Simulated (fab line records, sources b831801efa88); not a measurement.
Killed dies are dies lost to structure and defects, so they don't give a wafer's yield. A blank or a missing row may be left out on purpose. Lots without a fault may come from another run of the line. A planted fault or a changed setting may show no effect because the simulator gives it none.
Tool commonality check | flow sky130 | 11 lots, 33 wafers sampled

WHY IT WAS OPENED
At SKY_GATE_OXIDE_THK_MEAS_02 the reading GATE_OXIDE_OXIDATION_00_THK is flagged on 2 of 11 lots. Wafers without a fault read 10.31 nm, standard deviation 0.15.
Rule: a lot is flagged when every wafer of it that has a number lies more than 4 standard deviations from that mean, or none has a number. The other lots count as sound.

lot  | measured     | on            | GATE_OXIDE_OXIDATION_00_THK (nm), wafer by wafer | flag
L540 | day 13 17:58 | film_metro-04 | 10.24 10.44 10.27                                |
L539 | day 13 18:36 | film_metro-04 | 10.03 9.97 10.18                                 |
L541 | day 14 04:02 | film_metro-01 | 10.10 10.18 10.26                                |
L542 | day 14 05:50 | film_metro-01 | 10.20 10.15 10.11                                |
L543 | day 14 16:31 | film_metro-01 | 10.09 10.40 10.29                                |
L545 | day 15 08:41 | film_metro-01 | 10.54 10.59 10.66                                |
L546 | day 15 19:02 | film_metro-04 | 10.54 10.34 10.26                                |
L548 | day 16 03:03 | film_metro-04 | 10.24 10.14 10.40                                |
L549 | day 16 13:25 | film_metro-02 | 10.46 10.52 10.54                                |
L560 | day 20 18:02 | film_metro-02 | 9.04 9.00 8.94                                   | FLAGGED
L561 | day 20 20:42 | film_metro-02 | 8.68 8.97 8.73                                   | FLAGGED
The numbers of the flagged lots are 8.89 nm on average: -1.42 nm against the usual, or -9 standard deviations.

WHICH TOOL RAN EACH LOT
The record holds 2 process steps before the reading, out of a route of 708 steps. In each cell: the tool, then ch and the chambers that the sampled wafers went through, then the start.
lot  | flag    | SKY_VT_ADJUST_PCH_STRIP_09           | SKY_GATE_OXIDE_OXIDATION_01
L540 |         | plasma_asher-03 ch 0,1, day 11 06:59 | furnace-01 ch 0, day 13 16:34
L539 |         | plasma_asher-01 ch 0,1, day 11 05:50 | furnace-02 ch 0, day 13 17:11
L541 |         | plasma_asher-01 ch 0,1, day 11 16:32 | furnace-01 ch 0, day 14 02:37
L542 |         | plasma_asher-03 ch 0,1, day 11 19:01 | furnace-02 ch 0, day 14 04:24
L543 |         | plasma_asher-01 ch 0,1, day 12 04:20 | furnace-02 ch 0, day 14 15:06
L545 |         | plasma_asher-03 ch 0,1, day 12 18:32 | furnace-02 ch 0, day 15 07:16
L546 |         | plasma_asher-01 ch 0,1, day 13 02:17 | furnace-02 ch 0, day 15 17:37
L548 |         | plasma_asher-04 ch 0,1, day 13 12:56 | furnace-01 ch 0, day 16 01:38
L549 |         | plasma_asher-03 ch 0,1, day 13 21:50 | furnace-02 ch 0, day 16 12:01
L560 | FLAGGED | plasma_asher-04 ch 0,1, day 17 19:59 | furnace-02 ch 0, day 20 16:38
L561 | FLAGGED | plasma_asher-04 ch 0,1, day 18 00:17 | furnace-02 ch 0, day 20 19:17
What these steps do:
- SKY_VT_ADJUST_PCH_STRIP_09: strips in O2/N2.
- SKY_GATE_OXIDE_OXIDATION_01: stabilise 600 s, purge 300 s, target thk 10.268 nm.
- SKY_GATE_OXIDE_THK_MEAS_02

FLAGGED OVER TOTAL, TOOL BY TOOL (the gauges that took the reading come last)
step                        | tool            | lots run | flagged | share of the flagged lots | sound lots run after its first flagged lot
SKY_VT_ADJUST_PCH_STRIP_09  | plasma_asher-01 | 4        | 0       | none                      | -
SKY_VT_ADJUST_PCH_STRIP_09  | plasma_asher-03 | 4        | 0       | none                      | -
SKY_VT_ADJUST_PCH_STRIP_09  | plasma_asher-04 | 3        | 2       | all                       | 0
SKY_GATE_OXIDE_OXIDATION_01 | furnace-01      | 3        | 0       | none                      | -
SKY_GATE_OXIDE_OXIDATION_01 | furnace-02      | 8        | 2       | all                       | 0
SKY_GATE_OXIDE_THK_MEAS_02  | film_metro-01   | 4        | 0       | none                      | -
SKY_GATE_OXIDE_THK_MEAS_02  | film_metro-02   | 3        | 2       | all                       | 0
SKY_GATE_OXIDE_THK_MEAS_02  | film_metro-04   | 4        | 0       | none                      | -

WHAT THE TABLE ALLOWS
3 rows of the table ran every flagged lot: plasma_asher-04 at SKY_VT_ADJUST_PCH_STRIP_09, furnace-02 at SKY_GATE_OXIDE_OXIDATION_01, film_metro-02 at SKY_GATE_OXIDE_THK_MEAS_02.
- plasma_asher-04 at SKY_VT_ADJUST_PCH_STRIP_09: 2 of its 3 lots flagged. Its last sound lot is L548 (day 13 12:56), its first flagged lot L560 (day 17 19:59): a fault that began between those two fits.
- furnace-02 at SKY_GATE_OXIDE_OXIDATION_01: 2 of its 8 lots flagged. Its last sound lot is L549 (day 16 12:01), its first flagged lot L560 (day 20 16:38): a fault that began between those two fits. Its own readings lie more than 4 standard deviations out on every wafer of the flagged lots: spike_tc_bottom_C, spike_tc_centre_C, spike_tc_lower_C, spike_tc_top_C, spike_tc_upper_C, tube_center_temp_C, tube_center_temp_C_max.
- film_metro-02 at SKY_GATE_OXIDE_THK_MEAS_02: 2 of its 3 lots flagged. Its last sound lot is L549 (day 16 13:25), its first flagged lot L560 (day 20 18:02): a fault that began between those two fits.
Counting lots can't tell these 3 tools apart, because each fits a fault that began at some hour. More lots, or a look at what each step does to the wafer, might.

WHAT THE SIMULATOR HAD PUT IN
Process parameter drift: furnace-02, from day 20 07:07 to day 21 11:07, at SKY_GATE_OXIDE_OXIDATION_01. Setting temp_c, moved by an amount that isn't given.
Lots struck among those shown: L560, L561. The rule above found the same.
